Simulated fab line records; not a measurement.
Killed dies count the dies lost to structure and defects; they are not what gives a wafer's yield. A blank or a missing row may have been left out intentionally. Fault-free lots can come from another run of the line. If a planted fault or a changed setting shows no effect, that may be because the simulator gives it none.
A lot that was struck, set against a sound lot ; flow gf180mcu ; 40 out of 602 route steps
Sound: these wafers, L520.1, L520.3, L520.5. Wafers L516.2, L516.4, L516.6 were the ones struck. The cause is named last.
Order at every step that has rows: each side's tool, ch and its chambers, its first start. Under that, the readings that differ: sound wafers ; struck wafers ; difference of the means ; sigmas: that difference in standard deviations of wafers without a fault.
alike: same words and numbers on both sides, and readings whose means sit less than 2 such deviations apart. not compared: any withheld reading, any reading some wafer has no value for, any bound like >300 that may hide the same value, and any number with overlapping values for which the record gives no deviation.
A row with sigmas, a row that says differs or no value, or rows on one side alone: a step with any of these is where the two part. Non-overlapping numbers with no deviation appear without sigmas and do not part them. A reading that every wafer of one side lacks parts them only if that side has two wafers or more.

first, 10 steps without rows for these wafers: GF_MVPSD_COAT_02 (resist thk 3000 nm); GF_MVPSD_SOFTBAKE_03; GF_MVPSD_EXPOSE_04 (exposes mask MVPSD, target cd 1000 nm); GF_MVPSD_PEB_05; GF_MVPSD_DEVELOP_06 (develop time 60 s); GF_MVPSD_IMPLANT_08; GF_MVPSD_IMPLANT_09; GF_MVPSD_STRIP_10 (strips in O2/N2); GF_VT_IMPLANT_DEHYDRATE_00 (time 60 s); GF_VT_IMPLANT_HMDS_01 (prime time 60 s).
GF_VT_IMPLANT_COAT_02: resist thk 1000 nm.
  sound on litho track-02 ch 0, day 9 08:43; struck on litho track-02, day 8 08:29
  no value came back on the struck wafers for chill plate temp C (C), dispense pressure kPa (kPa); on the sound wafers chill plate temp C (C) reads 23.08 23.19 23.05
then, 4 steps without rows for these wafers: GF_VT_IMPLANT_SOFTBAKE_03 (time 60 s); GF_VT_IMPLANT_EXPOSE_04 (exposes mask LVPWELL LV AREA, target cd 600 nm); GF_VT_IMPLANT_PEB_05; GF_VT_IMPLANT_DEVELOP_06 (develop time 60 s).
GF_VT_IMPLANT_OVL_MEAS_07:
  struck on overlay-02, day 8 16:58; sound on overlay-01, day 9 17:37
reading;sound;struck;difference;sigmas
VT_IMPLANT_OVL (nm);-1.3 0.0 -1.3;- - -;no value on the struck wafers;
then, 11 steps without rows for these wafers: GF_VT_IMPLANT_IMPLANT_08; GF_VT_IMPLANT_STRIP_09 (strips in O2/N2); GF_VT_IMPLANT_DEHYDRATE_11 (time 60 s); GF_VT_IMPLANT_HMDS_12 (prime time 60 s); GF_VT_IMPLANT_COAT_13 (resist thk 1000 nm); GF_VT_IMPLANT_SOFTBAKE_14 (time 60 s); GF_VT_IMPLANT_EXPOSE_15 (exposes mask Nwell LV AREA, target cd 860 nm); GF_VT_IMPLANT_PEB_16; GF_VT_IMPLANT_DEVELOP_17 (develop time 60 s); GF_VT_IMPLANT_IMPLANT_19; GF_VT_IMPLANT_STRIP_20 (strips in O2/N2).
GF_VT_IMPLANT_TW_MEAS_21:
  struck on film metro-03, day 9 10:12; sound on film metro-02, day 10 11:44
reading;sound;struck;difference;sigmas
VT_IMPLANT_2_TW;1201 1206 1204;1259 1258 1261;+56;+7
then, 9 steps without rows for these wafers: GF_VT_IMPLANT_DEHYDRATE_22 (time 60 s); GF_VT_IMPLANT_HMDS_23 (prime time 60 s); GF_VT_IMPLANT_COAT_24 (resist thk 1000 nm); GF_VT_IMPLANT_SOFTBAKE_25 (time 60 s); GF_VT_IMPLANT_EXPOSE_26 (exposes mask LVPWELL HV AREA, target cd 860 nm); GF_VT_IMPLANT_PEB_27; GF_VT_IMPLANT_DEVELOP_28 (develop time 60 s); GF_VT_IMPLANT_IMPLANT_30; GF_VT_IMPLANT_STRIP_31 (strips in O2/N2).
GF_VT_IMPLANT_TW_MEAS_32:
  struck on film metro-03, day 10 03:28; sound on film metro-01, day 11 06:12
reading;sound;struck;difference;sigmas
VT_IMPLANT_3_TW;271.1 271.5 271.1;584.4 584.2 591.1;+315.3;+99 or more
GF_VT_IMPLANT_TW_MEAS_43:
  struck on film metro-02, day 10 21:54; sound on film metro-02, day 12 00:52
reading;sound;struck;difference;sigmas
VT_IMPLANT_4_TW;682 681 682;783 781 779;+99;+15
-- record jumps: 22 days separate the struck wafers' starts on either side; left off in module VT_IMPLANT, taken up again in module PASSIVATION, whose first shown step is the route's number 602 --
GF_PASSIVATION_PROBE_99:
  record: rows for the struck wafers here (prober-01, day 32 14:02), none for the sound ones

WHERE THEY PART
At GF_VT_IMPLANT_COAT_02 first; at GF_PASSIVATION_PROBE_99 last (within this record only).

WHY: the cause the simulator had injected
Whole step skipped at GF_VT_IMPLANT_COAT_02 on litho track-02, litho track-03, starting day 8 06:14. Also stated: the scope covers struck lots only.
